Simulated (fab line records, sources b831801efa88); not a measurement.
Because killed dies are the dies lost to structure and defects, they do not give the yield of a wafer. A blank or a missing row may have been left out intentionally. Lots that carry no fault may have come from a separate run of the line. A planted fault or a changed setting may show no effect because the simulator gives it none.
Which tool was responsible? -- flow gf180mcu -- 45 wafers from 15 lots sampled at 2 of the route's 602 steps

WHAT THE GAUGES SHOWED, per wafer
GF_POLY_GATE_THK_MEAS_01. Usual: POLY_GATE_CVD_00_THK gives 199.9 nm (standard deviation 1.8).
lot,measured,on,POLY_GATE_CVD_00_THK (nm),flag
L426,day 9 00:07,filmMetro-04,200.2 200.7 197.2,
L427,day 9 03:05,filmMetro-02,201.0 201.1 200.8,
L429,day 9 18:33,filmMetro-03,200.0 200.8 199.1,
L431,day 9 23:59,filmMetro-03,202.6 201.6 201.5,
L432,day 10 12:31,filmMetro-03,199.7 199.7 198.1,
L434,day 10 20:55,filmMetro-03,202.0 203.1 200.9,
L435,day 11 05:56,filmMetro-03,201.2 201.0 199.7,
L436,day 11 06:53,filmMetro-04,198.6 201.5 199.5,
L439,day 12 07:02,filmMetro-03,198.4 198.5 196.1,
L440,day 12 09:47,filmMetro-04,203.5 203.0 202.6,
L442,day 13 05:39,filmMetro-04,200.2 199.0 199.3,
L444,day 13 17:45,filmMetro-03,198.9 200.9 199.8,
L445,day 14 03:40,filmMetro-02,197.0 197.1 198.8,
L447,day 14 10:56,filmMetro-02,198.9 199.9 200.9,
L448,day 14 18:15,filmMetro-04,203.8 204.0 203.8,

TOOL THAT RAN EACH LOT (tool first, then ch and the chambers of the sampled wafers, then the start)
lot,GF_LVPWELL_IMPLANT_09
L426,"implanter-03 ch 0, day 4 06:44"
L427,"implanter-04 ch 0, day 4 07:32"
L429,"implanter-04 ch 0, day 4 21:16"
L431,"implanter-04 ch 0, day 5 00:43"
L432,"implanter-03 ch 0, day 5 12:59"
L434,"implanter-03 ch 0, day 5 18:10"
L435,"implanter-04 ch 0, day 6 00:47"
L436,"implanter-03 ch 0, day 6 04:19"
L439,"implanter-04 ch 0, day 6 22:40"
L440,"implanter-03 ch 0, day 7 03:14"
L442,"implanter-04 ch 0, day 7 14:31"
L444,"implanter-04 ch 0, day 8 01:06"
L445,"implanter-02 ch 0, day 8 06:37"
L447,"implanter-04 ch 0, day 8 19:49"
L448,"implanter-02 ch 0, day 9 00:40"
- GF_LVPWELL_IMPLANT_09

AS READ BY THE TOOLS THEMSELVES (means over the sampled wafers that have a number; for cases with no such wafer, the mark the record gives instead)
GF_LVPWELL_IMPLANT_09. Usual: beamEnergyKeV reads 60.002 (standard deviation 0.02).
lot,tool,beamEnergyKeV,flag
L426,implanter-03,59.977,
L427,implanter-04,59.989,
L429,implanter-04,60.013,
L431,implanter-04,59.989,
L432,implanter-03,59.994,
L434,implanter-03,62.129,OFF
L435,implanter-04,59.998,
L436,implanter-03,62.119,OFF
L439,implanter-04,59.986,
L440,implanter-03,62.138,OFF
L442,implanter-04,60.011,
L444,implanter-04,60.005,
L445,implanter-02,60.041,
L447,implanter-04,59.968,
L448,implanter-02,59.962,

THE ANSWER, worked out from the rows above alone
Rule: a lot is off if the mean of its wafers that have a number lies more than 3 standard deviations from the usual mean. Also off: a lot with no number at a reading for which 4 or more lots have one. The other lots that the step has rows for count as sound. The gauges are gone through in route order, then the tools' own readings, and for those a lot's mean is taken as printed above. At the first step where some lot is off, the reading lying furthest off is the one used; lots without a number count as furthest.
Off, at GF_LVPWELL_IMPLANT_09 on beamEnergyKeV: L434, L436, L440.
If a tool, at that step or one of the process steps before it, ran each lot that is off and ran no sound lot following the first of them, it fits. One candidate fits, namely implanter-03 at GF_LVPWELL_IMPLANT_09. Its last sound lot is L432 (day 5 12:59), its first lot that is off L434 (day 5 18:10): a fault that began between those two fits.
On the lots that are off, the tool's own readings at GF_LVPWELL_IMPLANT_09 differ by more than 5 times the standard deviation of the sound lots' means, which bears it out; beamEnergyKeV reads 62.129 there versus 59.994 on the sound lots.

WHAT THE SIMULATOR PUT IN
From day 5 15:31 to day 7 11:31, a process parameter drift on implanter-03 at GF_LVPWELL_IMPLANT_09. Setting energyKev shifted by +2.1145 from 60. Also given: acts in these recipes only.
Shown lots that were struck: L434, L436, L440. The rule above found the same.
